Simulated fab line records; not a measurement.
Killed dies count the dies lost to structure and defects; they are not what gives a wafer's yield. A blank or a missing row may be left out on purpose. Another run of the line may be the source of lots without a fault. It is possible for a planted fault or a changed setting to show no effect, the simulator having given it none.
Which tool was responsible? -- flow sky130 -- Sampling: 13 lots, 39 wafers, 5 of 708 route steps

== WHAT THE GAUGES SHOWED, per wafer ==
SKY_POLY_GATE_CD_MEAS_13 targets a cd of 150 nm. Usual: cd nm 149.8 nm, standard deviation 1.6.
lot,measured,on,cd nm (nm),flag
L448,day 16 16:13,cd sem-02,148.5 148.7 150.1,
L449,day 16 20:28,cd sem-01,149.5 148.2 148.8,
L450,day 17 04:56,cd sem-01,149.9 149.8 149.0,
L451,day 17 16:54,cd sem-02,154.7 153.3 155.0,
L453,day 19 00:35,cd sem-02,150.0 150.0 149.5,
L454,day 19 00:39,cd sem-01,151.1 152.3 151.0,
L455,day 19 10:46,cd sem-02,149.0 150.4 149.5,
L456,day 19 16:44,cd sem-01,152.1 150.5 152.0,
L459,day 20 16:06,cd sem-02,150.6 149.4 151.2,
L462,day 21 19:15,cd sem-02,148.3 150.4 148.1,
L464,day 22 05:47,cd sem-02,147.8 149.1 149.7,
L465,day 22 11:20,cd sem-02,147.6 149.4 148.3,
L466,day 23 02:38,cd sem-02,149.7 149.0 148.2,

SKY_POLY_GATE_OVL_MEAS_14. Usual: POLY_GATE_OVL typically reads 2 nm, with standard deviation 4.7.
lot,measured,on,POLY_GATE_OVL (nm),flag
L448,day 16 16:19,overlay-02,2 1 -4,
L449,day 16 20:34,overlay-02,8 10 4,
L450,day 17 05:03,overlay-02,4 -2 7,
L451,day 17 17:01,overlay-02,1 2 0,
L453,day 19 00:41,overlay-01,-4 2 -4,
L454,day 19 00:46,overlay-01,7 0 3,
L455,day 19 10:52,overlay-01,5 3 3,
L456,day 19 16:51,overlay-01,6 -1 10,
L459,day 20 16:13,overlay-02,-7 -4 0,
L462,day 21 19:22,overlay-01,-3 -4 -2,
L464,day 22 05:52,overlay-02,0 -2 5,
L465,day 22 11:27,overlay-01,4 -4 1,
L466,day 23 02:46,overlay-01,6 8 7,

SKY_LDD_HVN_OVL_MEAS_07. Usual: LDD_HVN_OVL typically reads 0.0 nm, with standard deviation 1.5.
lot,measured,on,LDD_HVN_OVL (nm),flag
L448,day 20 15:05,overlay-02,2.8 -0.4 2.9,
L449,day 20 19:27,overlay-02,-0.9 0.6 0.2,
L450,day 21 08:47,overlay-02,0.2 -1.5 -0.8,
L451,day 21 17:51,overlay-02,-2.1 -1.9 1.0,
L453,day 23 00:26,overlay-02,-3.1 -1.1 1.3,
L454,day 23 02:30,overlay-01,0.6 0.1 1.1,
L455,day 23 10:02,overlay-02,-1.4 -1.1 -1.1,
L456,day 23 16:41,overlay-01,-0.4 0.3 0.7,
L459,day 24 14:33,overlay-01,1.0 1.8 1.8,
L462,day 25 18:12,overlay-02,-1.0 -1.0 0.9,
L464,day 26 02:16,overlay-02,3.1 1.1 1.3,
L465,day 26 08:11,overlay-02,0.0 0.7 1.5,
L466,day 26 23:14,overlay-02,-1.3 -0.8 -1.1,

SKY_LDD_LDN_TW_MEAS_13. Usual: LDD_LDN_TW typically reads 1460, with standard deviation 11.
lot,measured,on,LDD_LDN_TW,flag
L448,day 23 06:14,film metro-04,1457 1464 1462,
L449,day 23 08:56,film metro-02,1485 1482 1490,
L450,day 23 22:47,film metro-04,1460 1468 1461,
L451,day 24 08:17,film metro-04,1454 1447 1456,
L453,day 25 13:30,film metro-04,1461 1458 1450,
L454,day 25 15:56,film metro-03,1445 1442 1445,
L455,day 25 22:38,film metro-04,1463 1464 1463,
L456,day 26 05:23,film metro-02,1478 1474 1480,
L459,day 27 02:05,film metro-03,1450 1445 1444,
L462,day 28 05:32,film metro-03,1451 1459 1461,
L464,day 28 11:29,film metro-04,1499 1507 1507 1498 1506 1500,OFF
L465,day 28 19:05,film metro-04,1502 1507 1497 1503 1510 1508,OFF
L466,day 29 09:26,film metro-04,1466 1466 1465,

== TOOL THAT RAN EACH LOT (tool first, then ch and the chambers of the sampled wafers, then the start) ==
lot,SKY_LDD_LDN_IMPLANT_08
L448,"implanter-01 ch 0, day 23 05:34"
L449,"implanter-02 ch 0, day 23 08:16"
L450,"implanter-02 ch 0, day 23 22:05"
L451,"implanter-02 ch 0, day 24 07:37"
L453,"implanter-02 ch 0, day 25 12:50"
L454,"implanter-01 ch 0, day 25 15:14"
L455,"implanter-04 ch 0, day 25 21:58"
L456,"implanter-01 ch 0, day 26 04:41"
L459,"implanter-04 ch 0, day 27 01:25"
L462,"implanter-01 ch 0, day 28 04:52"
L464,"implanter-01 ch 0, day 28 10:49"
L465,"implanter-01 ch 0, day 28 18:23"
L466,"implanter-04 ch 0, day 29 08:44"
- SKY_LDD_LDN_IMPLANT_08

== AS READ BY THE TOOLS THEMSELVES (means over the sampled wafers that have a number; for cases with no such wafer, the mark the record gives instead) ==
SKY_LDD_LDN_IMPLANT_08. Usual: beam energy keV 15.001, standard deviation 0.005.
lot,tool,beam energy keV,flag
L448,implanter-01,15.005,
L449,implanter-02,15.000,
L450,implanter-02,15.001,
L451,implanter-02,14.999,
L453,implanter-02,15.001,
L454,implanter-01,14.993,
L455,implanter-04,15.000,
L456,implanter-01,15.000,
L459,implanter-04,14.999,
L462,implanter-01,15.000,
L464,implanter-01,21.488,OFF
L465,implanter-01,21.487,OFF
L466,implanter-04,15.005,

== THE ANSWER, worked out from the rows above alone ==
Rule: a lot counts as off when the mean over its wafers that have a number is more than 3 standard deviations away from the usual mean. Also off: a lot with no number at a reading for which 4 or more lots have one. All remaining lots with rows at the step are treated as sound. The gauges are gone through in route order, then the tools' own readings, and for those a lot's mean is taken as printed above. The first step at which some lot is off is used, and at that step the reading that is off furthest; a lot without a number counts as furthest.
Off: at SKY_LDD_LDN_TW_MEAS_13 (LDD_LDN_TW), L464, L465.
A tool fits if, at a process step before that reading, it ran every lot that is off, and no sound lot after the first of them. The gauges at SKY_LDD_LDN_TW_MEAS_13 aren't tried: what is off there is off at SKY_LDD_LDN_IMPLANT_08 too, on other tools, and a gauge's error can't cause that. One candidate fits, namely implanter-01 at SKY_LDD_LDN_IMPLANT_08. A fault onset in the window from L462 (day 28 04:52, its last sound lot) to L464 (day 28 10:49, its first lot off) fits.
On the lots that are off, the tool's own readings at SKY_LDD_LDN_IMPLANT_08 differ by more than 5 times the standard deviation of the sound lots' means, which bears it out; beam energy keV reads 21.487 there versus 15.000 on the sound lots.

== WHAT WAS PUT IN BY THE SIMULATOR ==
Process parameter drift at SKY_LDD_LDN_IMPLANT_08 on implanter-01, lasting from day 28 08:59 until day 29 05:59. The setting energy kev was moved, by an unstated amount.
Shown lots that were struck: L464, L465. The rule given above showed the same thing.
